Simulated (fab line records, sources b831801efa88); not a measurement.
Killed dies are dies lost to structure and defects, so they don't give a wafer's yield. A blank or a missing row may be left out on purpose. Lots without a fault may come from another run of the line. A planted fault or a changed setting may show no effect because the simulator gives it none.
Problem report in the 8D (eight disciplines) form, filled by code | flow gf180mcu | the parts of the form that need people (team, actions taken, sign-off) are left out

1. THE PROBLEM
DUAL_GATE_OXIDATION_00_THK at GF_DUAL_GATE_THK_MEAS_03 reads a mean of 17.09 nm on 6 wafers of 2 lots; wafers without a fault read 10.93 nm with a standard deviation of 0.16. That is +38 standard deviations from the usual mean.
First seen on wafer L368.2, day 10 19:38, on film_metro-01. The record holds 42 wafers of 14 lots with a number at this step. Rule for "out", or "out of limits": more than 4 standard deviations from the usual mean. The other wafers with a number count as sound.

2. WHAT IT IS AND WHAT IT IS NOT
question                    | is                           | is not
which readings at this step | DUAL_GATE_OXIDATION_00_THK   | -
which lots                  | L368, L370                   | L357, L358, L359, L360, L361, L367, L371, L376, L377, L378, L379, L380
which wafers of those lots  | all that have a number       | -
read on which gauges        | film_metro-01, film_metro-04 | film_metro-02
when                        | from day 10 19:38            | up to then (18 sound wafers); but 18 sound wafers of L371, L376, L377, L378, L379, L380 came after

3. SUSPECTS, AND WHAT RULES EACH OUT
Counting: a tool at a process step up to the reading stays a suspect if it ran every lot that is out and no sound lot after the first of them.
- the gauge at GF_DUAL_GATE_THK_MEAS_03: ruled out. The wafers that are out were read on 2 gauges (film_metro-01, film_metro-04).
- furnace-01 at GF_DUAL_GATE_OXIDATION_02 (stabilise 600 s, purge 300 s, target thk 10.887 nm): ruled out as a lasting fault. Sound lots L380 ran on it after its first lot that is out, L368 (day 10 18:11).
Left after counting: nothing in the record.

4. THE CAUSE (what the simulator had put in)
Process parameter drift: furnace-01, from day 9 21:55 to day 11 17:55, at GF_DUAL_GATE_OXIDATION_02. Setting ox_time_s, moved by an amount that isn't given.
Counting ruled it out, wrongly: the rule takes a fault to strike every lot that its tool runs from its start on, and this one did not.

5. THE CHAIN OF EFFECTS, in route order
Each row: a reading whose mean over the struck wafers that have a number lies more than 3 standard deviations from the usual. Only readings for which the record gives a usual standard deviation are gone through. hours: the time from each lot's start at the first step in this table that gives one to its start at this step, as a median over the lots. sigmas: the change in usual standard deviations.
hours | step                     | reading                    | usual    | on struck wafers | change | sigmas
0     | GF_DUAL_GATE_THK_MEAS_03 | DUAL_GATE_OXIDATION_00_THK | 10.93 nm | 17.09            | +6.16  | +38
Later measuring or inspecting steps at which every struck wafer that the step has a row for has a number for every such reading, and none has moved that far: GF_M2_CD_MEAS_14.

6. WHAT WOULD HAVE CAUGHT IT SOONER
In this record the first reading out of limits at a measuring or inspecting step was taken at day 10 19:38, 22 hours after the fault began at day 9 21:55.
Of the tool readings at GF_DUAL_GATE_OXIDATION_02 for which the record gives a usual standard deviation, none was out on any struck wafer, so an alarm limit of 4 standard deviations on them would not have fired.
